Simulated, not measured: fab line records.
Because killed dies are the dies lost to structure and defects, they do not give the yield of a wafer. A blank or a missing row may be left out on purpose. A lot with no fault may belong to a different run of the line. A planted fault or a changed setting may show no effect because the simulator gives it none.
What tool caused it? -- flow sky130 -- Sampling: 24 lots, 72 wafers, 4 of 708 route steps

WHAT THE GAUGES SHOWED, per wafer
SKY_LOCAL_INTERCONNECT_RS_MEAS_01: uses a four-point probe to measure. Usual: LOCAL_INTERCONNECT_TIN_RS 14.07 ohm/sq, standard deviation 0.16.
lot,measured,on,LOCAL_INTERCONNECT_TIN_RS (ohm/sq),flag
L075,day 30 09:55,film metro-02,14.12 14.28 14.15,
L074,day 30 10:31,film metro-03,14.30 14.30 14.27,
L079,day 30 10:58,film metro-03,14.01 14.05 14.11,
L077,day 30 11:28,film metro-01,14.32 14.17 13.94,
L076,day 30 11:56,film metro-03,14.06 14.20 14.24,
L078,day 30 12:29,film metro-01,14.21 13.96 13.94,
L080,day 30 12:43,film metro-02,14.04 13.99 14.03,
L081,day 30 17:31,film metro-03,14.05 14.17 13.99,
L082,day 31 21:23,film metro-03,13.99 14.30 14.15,
L083,day 31 23:28,film metro-02,13.97 14.08 13.96,
L084,day 32 08:17,film metro-01,13.99 14.02 14.10,
L086,day 37 01:13,film metro-03,14.23 14.13 14.24,
L087,day 37 02:32,film metro-01,13.96 14.12 14.01,
L089,day 37 02:49,film metro-01,13.88 14.04 13.93,
L093,day 37 02:53,film metro-03,14.43 14.01 14.24,
L088,day 37 03:15,film metro-02,14.32 14.43 14.38,
L085,day 37 04:32,film metro-02,13.97 14.15 14.23,
L095,day 37 05:13,film metro-01,14.00 14.01 13.66,
L091,day 37 05:35,film metro-03,13.99 13.75 13.89,
L090,day 37 06:44,film metro-01,13.97 14.06 14.00,
L094,day 37 07:17,film metro-02,13.91 14.02 13.88,
L096,day 37 08:19,film metro-01,14.17 14.18 14.03,
L097,day 37 08:53,film metro-01,13.96 13.93 14.02,
L092,day 37 11:01,film metro-03,14.01 14.16 13.91,

SKY_METAL1_THK_MEAS_06: measures by xrf. Usual: METAL1_ALCU_THK 251 nm, standard deviation 3.
lot,measured,on,METAL1_ALCU_THK (nm),flag
L075,day 32 20:32,film metro-03,250 254 248,
L074,day 32 21:47,film metro-04,254 253 252,
L079,day 32 22:05,film metro-04,248 245 246,
L077,day 32 22:25,film metro-03,254 246 249,
L076,day 32 22:34,film metro-04,248 249 250,
L078,day 32 22:52,film metro-01,252 254 255,
L080,day 32 22:53,film metro-03,249 247 251,
L081,day 33 02:38,film metro-01,251 250 252,
L082,day 34 06:12,film metro-03,253 249 249,
L083,day 34 08:04,film metro-01,251 251 252,
L084,day 34 15:07,film metro-01,251 256 251,
L086,day 39 05:14,film metro-01,255 258 253,
L087,day 39 07:29,film metro-01,250 248 257,
L089,day 39 07:23,film metro-03,247 250 253,
L093,day 39 08:13,film metro-04,249 252 252,
L088,day 39 08:31,film metro-03,243 244 244,
L085,day 39 08:37,film metro-01,247 247 246,
L095,day 39 08:58,film metro-03,250 245 247,
L091,day 39 09:18,film metro-01,247 253 248,
L090,day 39 11:17,film metro-01,255 252 252,
L094,day 39 11:29,film metro-03,247 252 249,
L096,day 39 12:50,film metro-01,250 250 250,
L097,day 39 13:04,film metro-01,251 250 250,
L092,day 39 14:29,film metro-01,252 254 248,

EACH LOT AND THE TOOL THAT RAN IT (in order: tool; ch and the chambers of the sampled wafers; start)
lot,SKY_LOCAL_INTERCONNECT_ETCH_13,SKY_METAL1_SPUTTER_02
L075,"rie metal-04 ch 0,1, day 31 13:56","pvd sputter-02, day 32 20:20"
L074,"rie metal-03 ch 0,1, day 31 15:26","pvd sputter-02, day 32 21:34"
L079,"rie metal-04 ch 0,1, day 31 15:47","pvd sputter-01, day 32 21:52"
L077,"rie metal-02 ch 0,1, day 31 15:50","pvd sputter-02, day 32 22:10"
L076,"rie metal-03 ch 0,1, day 31 15:54","pvd sputter-01, day 32 22:20"
L078,"rie metal-04 ch 0,1, day 31 16:10","pvd sputter-03, day 32 22:37"
L080,"rie metal-02 ch 0,1, day 31 16:29","pvd sputter-02, day 32 22:41"
L081,"rie metal-03 ch 0, day 31 20:59","pvd sputter-01, day 33 02:26"
L082,"rie metal-04 ch 0,1, day 33 00:56","pvd sputter-01, day 34 05:58"
L083,"rie metal-03 ch 0,1, day 33 03:02","pvd sputter-02, day 34 07:52"
L084,"rie metal-02 ch 0,1, day 33 10:22","pvd sputter-03, day 34 14:52"
L086,"rie metal-03 ch 0,1, day 38 01:44","pvd sputter-02, day 39 05:02"
L087,"rie metal-04 ch 0,1, day 38 03:23","pvd sputter-02, day 39 07:16"
L089,"rie metal-03 ch 0, day 38 03:50","pvd sputter-03, day 39 07:10"
L093,"rie metal-04 ch 0,1, day 38 03:56","pvd sputter-02, day 39 08:01"
L088,"rie metal-02 ch 0,1, day 38 04:19","pvd sputter-03, day 39 08:17"
L085,"rie metal-03 ch 0,1, day 38 04:38","pvd sputter-02, day 39 08:23"
L095,"rie metal-04 ch 0,1, day 38 05:35","pvd sputter-01, day 39 08:46"
L091,"rie metal-02 ch 0,1, day 38 05:46","pvd sputter-03, day 39 09:03"
L090,"rie metal-03 ch 0,1, day 38 07:20","pvd sputter-02, day 39 11:04"
L094,"rie metal-04 ch 1, day 38 07:41","pvd sputter-01, day 39 11:15"
L096,"rie metal-03 ch 0,1, day 38 08:59","pvd sputter-01, day 39 12:37"
L097,"rie metal-04 ch 0,1, day 38 09:50","pvd sputter-02, day 39 12:52"
L092,"rie metal-04 ch 0,1, day 38 11:07","pvd sputter-02, day 39 14:16"
- SKY_LOCAL_INTERCONNECT_ETCH_13: etches BARC in N2/H2, stops on SiO2, time 45.9 s, target depth 60 nm.
- SKY_METAL1_SPUTTER_02: material AlCu, target thk 250 nm, time 13.3 s.

WHAT THE TOOLS THEMSELVES READ (means of the sampled wafers that have a number; where no wafer has one, the mark that the record gives instead)
SKY_LOCAL_INTERCONNECT_ETCH_13. Usual: drypump motor current A 5.7 A, standard deviation 0.59; oes product au 0.855 a.u., standard deviation 0.0048; throttle valve pct 13.225 %, standard deviation 0.0089.
lot,tool,drypump motor current A (A),oes product au (a.u.),throttle valve pct (%),flag
L075,rie metal-04,5.7,0.861,13.230,
L074,rie metal-03,6.0,0.854,13.233,
L079,rie metal-04,5.1,0.855,13.225,
L077,rie metal-02,5.9,0.859,13.232,
L076,rie metal-03,5.9,0.858,13.227,
L078,rie metal-04,5.7,0.853,13.228,
L080,rie metal-02,5.9,0.858,13.222,
L081,rie metal-03,6.0,0.854,13.235,
L082,rie metal-04,5.7,0.858,13.235,
L083,rie metal-03,6.0,0.853,13.222,
L084,rie metal-02,5.9,0.854,13.231,
L086,rie metal-03,6.0,0.860,13.231,
L087,rie metal-04,5.1,0.854,13.220,
L089,rie metal-03,5.9,0.854,13.224,
L093,rie metal-04,5.6,0.857,13.224,
L088,rie metal-02,6.0,0.856,13.222,
L085,rie metal-03,5.9,0.855,13.220,
L095,rie metal-04,5.1,0.849,13.224,
L091,rie metal-02,6.1,0.855,13.231,
L090,rie metal-03,5.9,0.854,13.228,
L094,rie metal-04,6.2,0.856,13.226,
L096,rie metal-03,6.0,0.858,13.232,
L097,rie metal-04,5.7,0.852,13.227,
L092,rie metal-04,5.7,0.852,13.221,

SKY_METAL1_SPUTTER_02. Usual: 30.0 % for throttle valve pct, sd 1.
lot,tool,throttle valve pct (%),flag
L075,pvd sputter-02,30.3,
L074,pvd sputter-02,31.1,
L079,pvd sputter-01,29.9,
L077,pvd sputter-02,30.2,
L076,pvd sputter-01,29.9,
L078,pvd sputter-03,29.7,
L080,pvd sputter-02,30.7,
L081,pvd sputter-01,30.3,
L082,pvd sputter-01,30.1,
L083,pvd sputter-02,30.7,
L084,pvd sputter-03,29.3,
L086,pvd sputter-02,30.7,
L087,pvd sputter-02,30.6,
L089,pvd sputter-03,29.5,
L093,pvd sputter-02,30.0,
L088,pvd sputter-03,29.7,
L085,pvd sputter-02,30.1,
L095,pvd sputter-01,30.1,
L091,pvd sputter-03,29.8,
L090,pvd sputter-02,30.4,
L094,pvd sputter-01,29.9,
L096,pvd sputter-01,29.7,
L097,pvd sputter-02,30.2,
L092,pvd sputter-02,30.2,

THE ANSWER, worked out from the rows above alone
Rule: a lot is off if the mean of its wafers that have a number lies more than 3 standard deviations from the usual mean. A lot without any number at a reading at which 4 lots or more have one is off too. Where the step has rows for the other lots, those lots are counted as sound. Order of review: gauges by route order, followed by the tools' own readings, for which a lot's mean as printed above is used. At the first step where some lot is off, the reading lying furthest off is the one used; lots without a number count as furthest.
Nothing can be told from this: no lot is off at any reading shown.

WHAT THE SIMULATOR PUT IN
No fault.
